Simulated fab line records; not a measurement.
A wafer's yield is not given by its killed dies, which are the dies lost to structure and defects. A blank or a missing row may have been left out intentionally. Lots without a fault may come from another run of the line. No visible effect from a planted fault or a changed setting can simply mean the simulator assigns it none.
A lot that was struck, set against a sound lot	flow sky130	36 steps out of a route of 708
Sound: wafers L823.2, L823.4, L823.5. Struck: wafer L833.4 (L833.2, L833.5, from the same lot, were not struck and are left out); the cause is given at the end.
Each step with rows lists, per side, the tool, then ch with its chambers, then its first start. Under that, the readings that differ: sound wafers	struck wafers	difference of the means	sigmas: that difference in standard deviations of wafers without a fault.
alike: same words and numbers on both sides, and readings whose means sit less than 2 such deviations apart. not compared: any withheld reading, any reading some wafer has no value for, any bound like >300 that may hide the same value, and any number with overlapping values for which the record gives no deviation.
Wherever a step has rows on one side only, a row that says differs or no value, or a row with sigmas, the two part there. Non-overlapping numbers with no deviation appear without sigmas and do not part them. A reading missing from all wafers of one side parts the sides only when that side holds two or more wafers.

first, 9 steps without rows for these wafers: SKY_VIA4_CMP_02 (polishes SiO2); SKY_VIA4_DEHYDRATE_04 (time 60 s); SKY_VIA4_HMDS_05 (prime time 60 s); SKY_VIA4_COAT_06 (resist thk 1140 nm); SKY_VIA4_SOFTBAKE_07 (time 60 s); SKY_VIA4_EXPOSE_08 (exposes mask VIM4, target cd 800 nm); SKY_VIA4_PEB_09; SKY_VIA4_DEVELOP_10 (develop time 60 s); SKY_VIA4_ETCH_12 (etches SiO2 in C4F8/O2/Ar, stops on TiN, target depth 580 nm).
SKY_VIA4_STRIP_13: strips in O2/N2.
  sound on plasma_asher-02 ch 0,1, day 44 02:08; struck on plasma_asher-01 ch 1, day 46 18:29
  alike: drypump_motor_current_A, o2_flow_sccm, oes_product_au, strip_time_to_endpoint_s
  not compared: rf_hours_counter_h
then, 25 steps without rows for these wafers: SKY_VIA4_STRIP_14 (strips in post etch residue remover, time 1200 s); SKY_VIA4_CLEAN_15 (cleans in IPA, time 180 s); SKY_VIA4_CLEAN_16 (cleans in O3/DIW); SKY_VIA4_SPUTTER_17 (material TiN, target thk 20 nm, time 80 s); SKY_VIA4_CVD_18 (deposits W, target thk 505 nm, time 152.14 s); SKY_VIA4_CMP_21 (polishes, stops on SiO2, t overpolish 25 s, target thk 0 nm); SKY_METAL5_SPUTTER_00 (material Ti, target thk 15 nm, time 10 s); SKY_METAL5_SPUTTER_01 (material TiN, target thk 20 nm, time 16.7 s); SKY_METAL5_SPUTTER_02 (material AlCu, target thk 1150 nm, time 61.2 s); SKY_METAL5_SPUTTER_03 (material Ti, target thk 5 nm, time 3.3 s); SKY_METAL5_SPUTTER_04 (material TiN, target thk 70 nm, time 58.3 s); SKY_METAL5_DEHYDRATE_07 (time 60 s); SKY_METAL5_HMDS_08 (prime time 60 s); SKY_METAL5_COAT_09 (resist thk 1800 nm); SKY_METAL5_SOFTBAKE_10 (time 60 s); SKY_METAL5_EXPOSE_11 (exposes mask MM5, target cd 1600 nm); SKY_METAL5_PEB_12; SKY_METAL5_DEVELOP_13 (develop time 60 s); SKY_METAL5_DESCUM_14 (chemistry O2, time 11 s); SKY_METAL5_METAL_ETCH_15 (etches the open film in Cl2/BCl3, stops on SiO2, target depth 1260 nm, time 252 s); SKY_METAL5_STRIP_16 (strips in O2/N2); SKY_METAL5_STRIP_17 (strips in post etch residue remover, time 1200 s); SKY_METAL5_CLEAN_18 (cleans in IPA, time 180 s); SKY_METAL5_CLEAN_19 (cleans in O3/DIW); SKY_PASSIVATION_CVD_00 (deposits SiO2, target thk 90 nm).
-- the record jumps here: 3 days lie between the struck wafers' starts before and after (it left off in module PASSIVATION and takes up again in module PAD_OPEN, whose first step shown is number 708 of the route) --
SKY_PAD_OPEN_PROBE_99:
  sound on prober-01 at day 47 01:16; struck on prober-01 at day 49 08:02
reading	sound	struck	difference	sigmas
defect_limited_yield (%)	79.3 79.9 85.0	75.0	-6.4	-4
killed_at_M4_up	5 4 2	46	+42	+24
killed_at_front_end	17 20 16	7	-11	-2
killed_dies	102 99 74	123	+31	+4
sort_bin_3_pad_short (%)	1.2 0.8 1.0	2.2	+1.2	+3
sort_bin_5_function (%)	12.0 11.4 8.7	17.9	+7.2	+5
sort_bin_6_memory (%)	7.5 7.9 5.3	4.9	-2.0	-2
sort_n_pass	390 393 418	369	-31	-4
sort_yield_pct (%)	79.3 79.9 85.0	75.0	-6.4	-4
model.etest.tester.sort_n_pass	390 393 418	369	-31	
model.etest.tester.sort_yield_pct (%)	79.27 79.88 84.96	75	-6	
model.etest.tester.sort_bin_5_pct (%)	11.99 11.38 8.74	17.89	+7.19	
model.etest.tester.sort_bin_3_pct (%)	1.22 0.813 1.016	2.236	+1.220	
  alike: killed_at_M0_to_M3, killed_at_contacts, killed_at_other, killed_open, killed_short

## WHERE THEY PART
At SKY_PAD_OPEN_PROBE_99 and nowhere else, as far as this record goes.

WHY: the cause the simulator had injected
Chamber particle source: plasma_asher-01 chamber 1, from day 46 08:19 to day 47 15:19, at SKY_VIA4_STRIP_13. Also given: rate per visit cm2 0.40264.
